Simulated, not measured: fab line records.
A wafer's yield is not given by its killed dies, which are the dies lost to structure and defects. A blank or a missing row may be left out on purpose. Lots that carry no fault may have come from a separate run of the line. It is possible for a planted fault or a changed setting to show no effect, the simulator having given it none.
Which tool is to blame? / flow sky130 / Sampling: 24 lots, 72 wafers, 4 of 708 route steps

## WHAT THE GAUGES READ, wafer by wafer
SKY_LOCAL_INTERCONNECT_RS_MEAS_01: measures by four-point-probe. Usual: for LOCAL_INTERCONNECT_TIN_RS the level is 14.07 ohm/sq and the standard deviation is 0.18.
lot=L074; measured=day 29 01:47; on=film_metro-01; LOCAL_INTERCONNECT_TIN_RS (ohm/sq)=14.39 14.00 14.21; flag=
lot=L075; measured=day 29 06:29; on=film_metro-03; LOCAL_INTERCONNECT_TIN_RS (ohm/sq)=13.82 13.68 13.82; flag=
lot=L076; measured=day 29 23:53; on=film_metro-01; LOCAL_INTERCONNECT_TIN_RS (ohm/sq)=14.12 14.08 14.10; flag=
lot=L077; measured=day 30 03:18; on=film_metro-01; LOCAL_INTERCONNECT_TIN_RS (ohm/sq)=14.13 13.91 14.14; flag=
lot=L078; measured=day 31 01:58; on=film_metro-04; LOCAL_INTERCONNECT_TIN_RS (ohm/sq)=14.21 14.13 14.10; flag=
lot=L079; measured=day 31 04:44; on=film_metro-01; LOCAL_INTERCONNECT_TIN_RS (ohm/sq)=13.62 13.76 13.62; flag=
lot=L080; measured=day 31 08:13; on=film_metro-01; LOCAL_INTERCONNECT_TIN_RS (ohm/sq)=13.92 14.02 14.05; flag=
lot=L081; measured=day 31 14:27; on=film_metro-01; LOCAL_INTERCONNECT_TIN_RS (ohm/sq)=14.54 14.12 14.31; flag=
lot=L082; measured=day 32 05:34; on=film_metro-03; LOCAL_INTERCONNECT_TIN_RS (ohm/sq)=13.89 13.95 13.92; flag=
lot=L083; measured=day 32 16:17; on=film_metro-04; LOCAL_INTERCONNECT_TIN_RS (ohm/sq)=14.12 14.05 14.06; flag=
lot=L085; measured=day 33 00:28; on=film_metro-03; LOCAL_INTERCONNECT_TIN_RS (ohm/sq)=13.98 14.25 14.01; flag=
lot=L084; measured=day 33 02:14; on=film_metro-04; LOCAL_INTERCONNECT_TIN_RS (ohm/sq)=13.91 14.04 13.84; flag=
lot=L086; measured=day 33 03:10; on=film_metro-04; LOCAL_INTERCONNECT_TIN_RS (ohm/sq)=14.28 14.17 14.19; flag=
lot=L087; measured=day 33 18:15; on=film_metro-03; LOCAL_INTERCONNECT_TIN_RS (ohm/sq)=13.98 14.50 14.12; flag=
lot=L088; measured=day 34 01:58; on=film_metro-01; LOCAL_INTERCONNECT_TIN_RS (ohm/sq)=14.23 13.97 14.24; flag=
lot=L089; measured=day 34 11:47; on=film_metro-04; LOCAL_INTERCONNECT_TIN_RS (ohm/sq)=14.34 14.08 14.31; flag=
lot=L090; measured=day 34 17:22; on=film_metro-04; LOCAL_INTERCONNECT_TIN_RS (ohm/sq)=13.87 14.16 14.22; flag=
lot=L091; measured=day 34 23:22; on=film_metro-03; LOCAL_INTERCONNECT_TIN_RS (ohm/sq)=14.15 14.49 14.05; flag=
lot=L092; measured=day 35 05:58; on=film_metro-01; LOCAL_INTERCONNECT_TIN_RS (ohm/sq)=13.96 13.82 13.86; flag=
lot=L093; measured=day 35 08:53; on=film_metro-01; LOCAL_INTERCONNECT_TIN_RS (ohm/sq)=14.28 14.12 13.96; flag=
lot=L094; measured=day 35 11:01; on=film_metro-03; LOCAL_INTERCONNECT_TIN_RS (ohm/sq)=14.11 14.07 14.18; flag=
lot=L095; measured=day 35 18:04; on=film_metro-04; LOCAL_INTERCONNECT_TIN_RS (ohm/sq)=14.05 13.76 13.97; flag=
lot=L096; measured=day 36 05:47; on=film_metro-04; LOCAL_INTERCONNECT_TIN_RS (ohm/sq)=13.96 14.18 13.97; flag=
lot=L097; measured=day 36 22:43; on=film_metro-03; LOCAL_INTERCONNECT_TIN_RS (ohm/sq)=14.04 14.13 14.05; flag=

SKY_METAL1_RS_MEAS_05: measures by four-point-probe. Usual: for METAL1_ALCU_RS the level is 0.1268 ohm/sq and the standard deviation is 0.0015.
lot=L074; measured=day 31 12:16; on=film_metro-01; METAL1_ALCU_RS (ohm/sq)=0.1251 0.1253 0.1251; flag=
lot=L075; measured=day 31 16:47; on=film_metro-03; METAL1_ALCU_RS (ohm/sq)=0.1280 0.1260 0.1281; flag=
lot=L076; measured=day 32 11:14; on=film_metro-01; METAL1_ALCU_RS (ohm/sq)=0.1254 0.1256 0.1246; flag=
lot=L077; measured=day 32 13:37; on=film_metro-01; METAL1_ALCU_RS (ohm/sq)=0.1282 0.1287 0.1285; flag=
lot=L078; measured=day 33 11:05; on=film_metro-03; METAL1_ALCU_RS (ohm/sq)=0.1265 0.1265 0.1278; flag=
lot=L079; measured=day 33 14:04; on=film_metro-02; METAL1_ALCU_RS (ohm/sq)=0.1259 0.1266 0.1256; flag=
lot=L080; measured=day 33 17:34; on=film_metro-01; METAL1_ALCU_RS (ohm/sq)=0.1263 0.1269 0.1260; flag=
lot=L081; measured=day 33 23:52; on=film_metro-02; METAL1_ALCU_RS (ohm/sq)=0.1273 0.1284 0.1277; flag=
lot=L082; measured=day 34 13:47; on=film_metro-02; METAL1_ALCU_RS (ohm/sq)=0.1253 0.1246 0.1261; flag=
lot=L083; measured=day 35 01:45; on=film_metro-02; METAL1_ALCU_RS (ohm/sq)=0.1263 0.1255 0.1262; flag=
lot=L085; measured=day 35 09:35; on=film_metro-02; METAL1_ALCU_RS (ohm/sq)=0.1266 0.1262 0.1275; flag=
lot=L084; measured=day 35 10:11; on=film_metro-02; METAL1_ALCU_RS (ohm/sq)=0.1271 0.1289 0.1272; flag=
lot=L086; measured=day 35 10:29; on=film_metro-03; METAL1_ALCU_RS (ohm/sq)=0.1286 0.1275 0.1261; flag=
lot=L087; measured=day 36 03:18; on=film_metro-03; METAL1_ALCU_RS (ohm/sq)=0.1265 0.1281 0.1258; flag=
lot=L088; measured=day 36 11:05; on=film_metro-01; METAL1_ALCU_RS (ohm/sq)=0.1260 0.1266 0.1270; flag=
lot=L089; measured=day 36 18:46; on=film_metro-02; METAL1_ALCU_RS (ohm/sq)=0.1247 0.1265 0.1256; flag=
lot=L090; measured=day 37 00:32; on=film_metro-01; METAL1_ALCU_RS (ohm/sq)=0.1268 0.1293 0.1282; flag=
lot=L091; measured=day 37 07:37; on=film_metro-02; METAL1_ALCU_RS (ohm/sq)=0.1279 0.1271 0.1284; flag=
lot=L092; measured=day 37 13:10; on=film_metro-02; METAL1_ALCU_RS (ohm/sq)=0.1245 0.1267 0.1247; flag=
lot=L093; measured=day 37 16:28; on=film_metro-03; METAL1_ALCU_RS (ohm/sq)=0.1266 0.1274 0.1270; flag=
lot=L094; measured=day 37 18:52; on=film_metro-01; METAL1_ALCU_RS (ohm/sq)=0.1273 0.1267 0.1265; flag=
lot=L095; measured=day 38 01:31; on=film_metro-01; METAL1_ALCU_RS (ohm/sq)=0.1314 0.1304 0.1288; flag=
lot=L096; measured=day 38 14:04; on=film_metro-01; METAL1_ALCU_RS (ohm/sq)=0.1258 0.1251 0.1261; flag=
lot=L097; measured=day 39 05:17; on=film_metro-03; METAL1_ALCU_RS (ohm/sq)=0.1271 0.1289 0.1285; flag=

SKY_VIA1_CD_MEAS_12: target cd 150 nm. Usual: cd_nm at 149.7 nm, with a standard deviation of 1.6.
lot=L074; measured=day 33 20:35; on=cd_sem-02; cd_nm (nm)=149.0 148.3 147.5; flag=
lot=L075; measured=day 33 22:13; on=cd_sem-01; cd_nm (nm)=149.6 149.6 148.4; flag=
lot=L076; measured=day 34 19:08; on=cd_sem-02; cd_nm (nm)=147.1 150.0 147.7; flag=
lot=L077; measured=day 34 20:28; on=cd_sem-01; cd_nm (nm)=150.0 150.9 149.4; flag=
lot=L078; measured=day 35 18:40; on=cd_sem-02; cd_nm (nm)=153.6 150.4 150.4; flag=
lot=L079; measured=day 35 20:31; on=cd_sem-01; cd_nm (nm)=148.3 147.8 147.8; flag=
lot=L080; measured=day 36 00:35; on=cd_sem-01; cd_nm (nm)=149.9 148.9 150.2; flag=
lot=L081; measured=day 36 05:59; on=cd_sem-02; cd_nm (nm)=153.3 152.4 152.6; flag=
lot=L082; measured=day 36 19:02; on=cd_sem-01; cd_nm (nm)=150.4 152.2 151.1; flag=
lot=L083; measured=day 37 07:52; on=cd_sem-02; cd_nm (nm)=150.3 151.2 151.3; flag=
lot=L085; measured=day 37 15:07; on=cd_sem-02; cd_nm (nm)=150.4 148.4 151.3; flag=
lot=L084; measured=day 37 15:49; on=cd_sem-01; cd_nm (nm)=149.6 148.2 150.5; flag=
lot=L086; measured=day 37 16:49; on=cd_sem-01; cd_nm (nm)=148.8 149.4 149.6; flag=
lot=L087; measured=day 38 09:30; on=cd_sem-02; cd_nm (nm)=150.5 148.9 150.8; flag=
lot=L088; measured=day 38 16:27; on=cd_sem-01; cd_nm (nm)=149.2 149.4 149.7; flag=
lot=L089; measured=day 38 22:52; on=cd_sem-02; cd_nm (nm)=148.4 148.4 150.8; flag=
lot=L090; measured=day 39 05:10; on=cd_sem-02; cd_nm (nm)=148.3 148.0 148.5; flag=
lot=L091; measured=day 39 12:07; on=cd_sem-01; cd_nm (nm)=149.5 148.6 148.9; flag=
lot=L092; measured=day 39 16:50; on=cd_sem-02; cd_nm (nm)=149.2 150.8 150.4; flag=
lot=L093; measured=day 39 19:51; on=cd_sem-01; cd_nm (nm)=150.5 151.1 150.1; flag=
lot=L094; measured=day 39 23:17; on=cd_sem-01; cd_nm (nm)=146.9 148.7 145.5; flag=
lot=L095; measured=day 40 04:27; on=cd_sem-01; cd_nm (nm)=151.4 149.5 153.3; flag=
lot=L096; measured=day 40 17:03; on=cd_sem-01; cd_nm (nm)=151.9 152.5 153.6; flag=
lot=L097; measured=day 41 07:25; on=cd_sem-02; cd_nm (nm)=150.6 149.9 149.0; flag=

## EACH LOT AND THE TOOL THAT RAN IT (in order: tool; ch and the chambers of the sampled wafers; start)
lot=L074; SKY_VIA1_CMP_02=cmp-02 ch 0,1,3, day 32 17:13
lot=L075; SKY_VIA1_CMP_02=cmp-02 ch 1,2,3, day 32 20:35
lot=L076; SKY_VIA1_CMP_02=cmp-02 ch 0,2,3, day 33 15:30
lot=L077; SKY_VIA1_CMP_02=cmp-02 ch 0,1,2, day 33 16:59
lot=L078; SKY_VIA1_CMP_02=cmp-01 ch 1,2,3, day 34 15:11
lot=L079; SKY_VIA1_CMP_02=cmp-01 ch 0,1,2, day 34 18:07
lot=L080; SKY_VIA1_CMP_02=cmp-02 ch 1,2,3, day 34 21:53
lot=L081; SKY_VIA1_CMP_02=cmp-02 ch 1,2,3, day 35 03:36
lot=L082; SKY_VIA1_CMP_02=cmp-01 ch 1,2, day 35 16:51
lot=L083; SKY_VIA1_CMP_02=cmp-01 ch 0,2,3, day 36 05:05
lot=L085; SKY_VIA1_CMP_02=cmp-01 ch 0,2,3, day 36 12:14
lot=L084; SKY_VIA1_CMP_02=cmp-01 ch 0,1,3, day 36 13:31
lot=L086; SKY_VIA1_CMP_02=cmp-01 ch 1,2,3, day 36 14:19
lot=L087; SKY_VIA1_CMP_02=cmp-01 ch 0,2,3, day 37 06:58
lot=L088; SKY_VIA1_CMP_02=cmp-01 ch 2,3, day 37 14:35
lot=L089; SKY_VIA1_CMP_02=cmp-01 ch 0,1,2, day 37 21:35
lot=L090; SKY_VIA1_CMP_02=cmp-01 ch 0,3, day 38 04:04
lot=L091; SKY_VIA1_CMP_02=cmp-02 ch 0,3, day 38 10:53
lot=L092; SKY_VIA1_CMP_02=cmp-02 ch 0,2,3, day 38 16:11
lot=L093; SKY_VIA1_CMP_02=cmp-02 ch 2,3, day 38 19:05
lot=L094; SKY_VIA1_CMP_02=cmp-02 ch 0,1,2, day 38 21:58
lot=L095; SKY_VIA1_CMP_02=cmp-01 ch 0,1,3, day 39 03:43
lot=L096; SKY_VIA1_CMP_02=cmp-01 ch 0,1,3, day 39 16:00
lot=L097; SKY_VIA1_CMP_02=cmp-02 ch 0,2, day 40 06:16
- SKY_VIA1_CMP_02: polishes SiO2.

## WHAT THE TOOLS THEMSELVES READ (means of the sampled wafers that have a number; where no wafer has one, the mark that the record gives instead)
SKY_VIA1_CMP_02. Usual: motor_current_A 12.6 A, standard deviation 1.6; slurry_flow_ml_min 150.0, standard deviation 0.46.
lot=L074; tool=cmp-02; motor_current_A (A)=13.6; slurry_flow_ml_min=150.4; flag=
lot=L075; tool=cmp-02; motor_current_A (A)=12.0; slurry_flow_ml_min=150.0; flag=
lot=L076; tool=cmp-02; motor_current_A (A)=12.2; slurry_flow_ml_min=149.8; flag=
lot=L077; tool=cmp-02; motor_current_A (A)=12.5; slurry_flow_ml_min=150.0; flag=
lot=L078; tool=cmp-01; motor_current_A (A)=11.9; slurry_flow_ml_min=150.2; flag=
lot=L079; tool=cmp-01; motor_current_A (A)=12.8; slurry_flow_ml_min=149.9; flag=
lot=L080; tool=cmp-02; motor_current_A (A)=11.9; slurry_flow_ml_min=149.5; flag=
lot=L081; tool=cmp-02; motor_current_A (A)=11.8; slurry_flow_ml_min=150.1; flag=
lot=L082; tool=cmp-01; motor_current_A (A)=12.3; slurry_flow_ml_min=150.2; flag=
lot=L083; tool=cmp-01; motor_current_A (A)=13.2; slurry_flow_ml_min=150.3; flag=
lot=L085; tool=cmp-01; motor_current_A (A)=13.2; slurry_flow_ml_min=149.7; flag=
lot=L084; tool=cmp-01; motor_current_A (A)=12.3; slurry_flow_ml_min=149.8; flag=
lot=L086; tool=cmp-01; motor_current_A (A)=12.2; slurry_flow_ml_min=150.2; flag=
lot=L087; tool=cmp-01; motor_current_A (A)=13.0; slurry_flow_ml_min=149.7; flag=
lot=L088; tool=cmp-01; motor_current_A (A)=12.4; slurry_flow_ml_min=149.4; flag=
lot=L089; tool=cmp-01; motor_current_A (A)=13.4; slurry_flow_ml_min=150.0; flag=
lot=L090; tool=cmp-01; motor_current_A (A)=14.6; slurry_flow_ml_min=150.2; flag=
lot=L091; tool=cmp-02; motor_current_A (A)=14.2; slurry_flow_ml_min=149.6; flag=
lot=L092; tool=cmp-02; motor_current_A (A)=12.4; slurry_flow_ml_min=150.6; flag=
lot=L093; tool=cmp-02; motor_current_A (A)=11.3; slurry_flow_ml_min=150.2; flag=
lot=L094; tool=cmp-02; motor_current_A (A)=12.8; slurry_flow_ml_min=150.0; flag=
lot=L095; tool=cmp-01; motor_current_A (A)=12.9; slurry_flow_ml_min=149.5; flag=
lot=L096; tool=cmp-01; motor_current_A (A)=12.5; slurry_flow_ml_min=150.1; flag=
lot=L097; tool=cmp-02; motor_current_A (A)=13.7; slurry_flow_ml_min=149.8; flag=

## THE ANSWER, worked out from the rows above alone
Rule: lot off if the mean of its wafers having a number is beyond 3 standard deviations from the usual mean. A lot without any number at a reading at which 4 lots or more have one is off too. The other lots that the step has rows for count as sound. After the gauges, taken in route order, come the tools' own readings; for these a lot's mean is taken, as printed above. At the first step where some lot is off, the reading lying furthest off is the one used; lots without a number count as furthest.
None of the lots is off at any reading shown; this tells nothing.

## WHAT THE SIMULATOR HAD INSERTED
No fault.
